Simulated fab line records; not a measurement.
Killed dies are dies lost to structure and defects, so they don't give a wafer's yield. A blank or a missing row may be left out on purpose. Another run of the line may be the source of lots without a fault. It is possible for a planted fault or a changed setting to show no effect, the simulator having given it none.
Which tool did it?	flow gf180mcu	72 wafers from 24 lots sampled at 6 of the route's 602 steps

## WHAT THE GAUGES SHOWED, per wafer
GF_V3_BOW_MEAS_05.
lot	measured	on	V3_BOW (um)
L074	day 21 16:25	filmMetro-03	121 125 119
L075	day 22 15:51	filmMetro-02	120 112 119
L077	day 23 05:16	filmMetro-03	131 110 142
L076	day 23 10:52	filmMetro-01	117 137 135
L078	day 23 17:10	filmMetro-01	113 108 124
L079	day 23 21:02	filmMetro-01	114 104 133
L080	day 24 12:22	filmMetro-03	133 137 132
L082	day 25 07:20	filmMetro-02	119 106 101
L081	day 25 08:17	filmMetro-02	126 120 121
L084	day 25 12:02	filmMetro-02	96 113 111
L083	day 25 13:32	filmMetro-03	119 121 116
L085	day 25 17:29	filmMetro-02	106 114 123
L086	day 26 07:52	filmMetro-01	104 121 122
L087	day 26 12:44	filmMetro-02	114 114 132
L088	day 26 18:17	filmMetro-01	113 120 102
L089	day 27 04:30	filmMetro-02	113 117 119
L090	day 27 13:55	filmMetro-03	128 124 116
L091	day 27 14:14	filmMetro-01	114 111 118
L092	day 28 08:05	filmMetro-03	115 127 120
L093	day 28 10:21	filmMetro-03	120 120 106
L094	day 28 15:41	filmMetro-01	119 110 104
L095	day 29 00:37	filmMetro-01	123 111 103
L096	day 29 06:58	filmMetro-02	107 98 116
L097	day 29 11:08	filmMetro-02	107 115 104

GF_V3_OVL_MEAS_15.
lot	measured	on	V3_OVL (nm)
L074	day 22 16:56	overlay-01	-1 -1 -1
L075	day 23 15:22	overlay-01	-10 -12 -2
L077	day 24 04:20	overlay-02	10 6 4
L076	day 24 10:16	overlay-02	-11 -1 -6
L078	day 24 15:37	overlay-01	2 12 4
L079	day 24 20:02	overlay-01	5 -3 1
L080	day 25 10:46	overlay-02	-3 0 -6
L082	day 26 05:37	overlay-02	2 5 7
L081	day 26 07:12	overlay-02	1 1 0
L084	day 26 10:26	overlay-02	-3 -3 2
L083	day 26 11:26	overlay-02	-1 -1 4
L085	day 26 14:49	overlay-01	-3 0 -8
L086	day 27 05:25	overlay-02	-8 -8 -7
L087	day 27 10:29	overlay-01	11 5 12
L088	day 27 16:05	overlay-01	-4 -2 -8
L089	day 28 00:38	overlay-01	2 -12 4
L090	day 28 10:31	overlay-02	12 1 0
L091	day 28 10:56	overlay-01	5 -3 -1
L092	day 29 04:41	overlay-02	-5 4 -5
L093	day 29 06:20	overlay-02	-1 2 -8
L094	day 29 11:13	overlay-01	5 0 8
L095	day 29 19:26	overlay-02	2 5 1
L096	day 30 01:32	overlay-02	11 3 4
L097	day 30 06:05	overlay-02	0 -12 2

GF_V4_THK_MEAS_01.
lot	measured	on	V4_CVD_00_THK (nm)
L074	day 23 18:16	filmMetro-03	603 612 601
L075	day 24 16:22	filmMetro-03	611 606 609
L077	day 25 04:44	filmMetro-01	596 599 604
L076	day 25 10:51	filmMetro-04	587 597 590
L078	day 25 15:37	filmMetro-01	602 601 600
L079	day 25 20:53	filmMetro-04	610 606 606
L080	day 26 11:50	filmMetro-01	594 590 585
L082	day 27 05:32	filmMetro-04	610 604 604
L081	day 27 07:35	filmMetro-03	603 601 599
L084	day 27 10:20	filmMetro-03	606 599 613
L083	day 27 11:29	filmMetro-04	597 598 601
L085	day 27 14:44	filmMetro-01	592 587 597
L086	day 28 04:26	filmMetro-03	603 604 614
L087	day 28 09:41	filmMetro-01	592 589 590
L088	day 28 14:59	filmMetro-01	609 615 607
L089	day 28 23:05	filmMetro-03	595 607 604
L090	day 29 09:15	filmMetro-01	611 606 608
L091	day 29 10:14	filmMetro-04	605 606 614
L092	day 30 01:57	filmMetro-03	603 604 607
L093	day 30 04:36	filmMetro-01	594 586 593
L094	day 30 08:35	filmMetro-04	592 599 591
L095	day 30 16:17	filmMetro-04	593 596 595
L096	day 30 22:32	filmMetro-03	601 603 597
L097	day 31 03:15	filmMetro-04	597 599 603

GF_PASSIVATION_BOW_MEAS_14.
lot	measured	on	PASSIVATION_BOW (um)
L074	day 29 11:14	filmMetro-01	132 135 131
L075	day 30 06:34	filmMetro-04	137 129 137
L077	day 30 16:18	filmMetro-01	152 132 161
L076	day 30 22:18	filmMetro-01	125 145 142
L078	day 31 03:21	filmMetro-03	128 125 142
L079	day 31 07:27	filmMetro-04	135 123 153
L080	day 31 19:07	filmMetro-01	151 153 147
L082	day 32 08:51	filmMetro-01	130 122 115
L081	day 32 10:58	filmMetro-04	144 134 138
L084	day 32 12:29	filmMetro-04	119 135 134
L083	day 32 14:25	filmMetro-03	139 144 137
L085	day 32 18:47	filmMetro-04	119 129 140
L086	day 33 03:01	filmMetro-04	118 135 138
L087	day 33 09:43	filmMetro-04	137 138 154
L088	day 33 13:31	filmMetro-01	140 146 128
L089	day 33 19:24	filmMetro-04	136 141 142
L090	day 34 04:48	filmMetro-04	143 137 130
L091	day 34 05:43	filmMetro-03	141 137 145
L092	day 34 18:44	filmMetro-03	122 135 128
L093	day 34 21:07	filmMetro-04	138 136 122
L094	day 35 00:19	filmMetro-04	155 146 138
L095	day 35 04:44	filmMetro-01	138 126 119
L096	day 35 09:58	filmMetro-01	124 114 133
L097	day 35 13:56	filmMetro-04	133 142 132

## WHICH TOOL RAN EACH LOT (tool, then ch and the chambers of the sampled wafers, then the start)
lot	GF_V3_CVD_23	GF_V3_CMP_26
L074	cvdW-02 ch 0,1, day 22 17:47	cmp-02 ch 0,2,3, day 22 18:11
L075	cvdW-01 ch 0,1, day 23 16:11	cmp-02 ch 1,2, day 23 16:28
L077	cvdW-02 ch 0,1, day 24 05:08	cmp-02 ch 0,1,3, day 24 05:28
L076	cvdW-01 ch 0,1, day 24 11:04	cmp-02 ch 1,2,3, day 24 11:31
L078	cvdW-01 ch 0,1, day 24 16:25	cmp-02 ch 0,2,3, day 24 16:43
L079	cvdW-01 ch 0,1, day 24 20:52	cmp-02 ch 0,1,3, day 24 21:09
L080	cvdW-02 ch 0,1, day 25 11:34	cmp-02 ch 1,2,3, day 25 11:55
L082	cvdW-02 ch 0,1, day 26 06:26	cmp-02 ch 0,3, day 26 06:47
L081	cvdW-02 ch 0,1, day 26 08:00	cmp-01 ch 0,1,2, day 26 08:20
L084	cvdW-01 ch 0,1, day 26 11:13	cmp-01 ch 1,3, day 26 11:31
L083	cvdW-01 ch 0,1, day 26 12:16	cmp-01 ch 0,3, day 26 12:34
L085	cvdW-01 ch 0,1, day 26 15:37	cmp-02 ch 1,2,3, day 26 16:01
L086	cvdW-02 ch 0,1, day 27 06:14	cmp-01 ch 1,2,3, day 27 06:37
L087	cvdW-01 ch 0,1, day 27 11:16	cmp-01 ch 0,2,3, day 27 11:37
L088	cvdW-02 ch 0,1, day 27 16:55	cmp-02 ch 0,2,3, day 27 17:19
L089	cvdW-01 ch 0,1, day 28 01:26	cmp-01 ch 0,1,3, day 28 01:46
L090	cvdW-01 ch 0,1, day 28 11:19	cmp-01 ch 1,2,3, day 28 12:01
L091	cvdW-02 ch 0,1, day 28 11:44	cmp-01 ch 2,3, day 28 12:19
L092	cvdW-01 ch 0,1, day 29 05:29	cmp-01 ch 1,2,3, day 29 05:52
L093	cvdW-02 ch 0,1, day 29 07:07	cmp-01 ch 1,2, day 29 07:28
L094	cvdW-02 ch 0,1, day 29 12:22	cmp-01 ch 1,2,3, day 29 12:45
L095	cvdW-02 ch 0,1, day 29 20:16	cmp-01 ch 0,2,3, day 29 20:37
L096	cvdW-01 ch 0,1, day 30 02:22	cmp-02 ch 0,1, day 30 02:37
L097	cvdW-02 ch 0,1, day 30 06:52	cmp-01 ch 0,1, day 30 07:13
- GF_V3_CVD_23: deposits W, target thk 350 nm, time 104.9 s.
- GF_V3_CMP_26: polishes, stops on SiO2, t overpolish 15 s, target thk 0 nm.

## WHAT THE TOOLS THEMSELVES READ (means of the sampled wafers that have a number; where no wafer has one, the mark that the record gives instead)
GF_V3_CVD_23.
lot	tool	heaterPowerW (W)
L074	cvdW-02	798
L075	cvdW-01	795
L077	cvdW-02	761
L076	cvdW-01	795
L078	cvdW-01	785
L079	cvdW-01	793
L080	cvdW-02	799
L082	cvdW-02	799
L081	cvdW-02	799
L084	cvdW-01	790
L083	cvdW-01	789
L085	cvdW-01	795
L086	cvdW-02	792
L087	cvdW-01	795
L088	cvdW-02	773
L089	cvdW-01	799
L090	cvdW-01	792
L091	cvdW-02	797
L092	cvdW-01	790
L093	cvdW-02	786
L094	cvdW-02	803
L095	cvdW-02	788
L096	cvdW-01	793
L097	cvdW-02	793

GF_V3_CMP_26.
lot	tool	motorCurrentA (A)	overpolishRunS (s)	timeToEndpointS (s)
L074	cmp-02	10.6	15.003	84
L075	cmp-02	10.0	14.999	85
L077	cmp-02	11.5	14.995	86
L076	cmp-02	10.7	15.002	86
L078	cmp-02	10.5	14.997	83
L079	cmp-02	11.7	14.991	85
L080	cmp-02	10.6	14.999	88
L082	cmp-02	11.3	14.995	87
L081	cmp-01	10.5	15.000	84
L084	cmp-01	11.3	15.003	85
L083	cmp-01	11.0	14.998	85
L085	cmp-02	10.5	15.001	84
L086	cmp-01	11.2	15.004	84
L087	cmp-01	10.9	14.995	84
L088	cmp-02	10.4	15.005	89
L089	cmp-01	11.4	15.013	84
L090	cmp-01	11.1	14.990	81
L091	cmp-01	11.3	15.009	85
L092	cmp-01	11.2	14.991	85
L093	cmp-01	10.8	15.002	81
L094	cmp-01	11.1	15.005	83
L095	cmp-01	10.7	15.011	85
L096	cmp-02	11.6	15.005	86
L097	cmp-01	10.6	15.014	88

## THE ANSWER, worked out from the rows above alone
Rule: what is usual is taken from the lots themselves. The widest of any qualifying gaps counts: lots, ordered by their means at a reading, are off when they make up no more than a third of the lots, leave a main group of 4 or more, and stand apart from it by 3 or more times the standard deviation of that group's means. A main group whose means are all the same, to the digits that the tables above print for the reading, isn't used. Also off: a lot with no number at a reading for which 4 or more lots have one. All remaining lots with rows at the step are treated as sound. After the gauges, taken in route order, come the tools' own readings; for these a lot's mean is taken, as printed above. The first step at which some lot is off is used, and at that step the reading that is off furthest; a lot without a number counts as furthest.
None of the lots is off at any reading shown; this tells nothing.

## WHAT THE SIMULATOR HAD INSERTED
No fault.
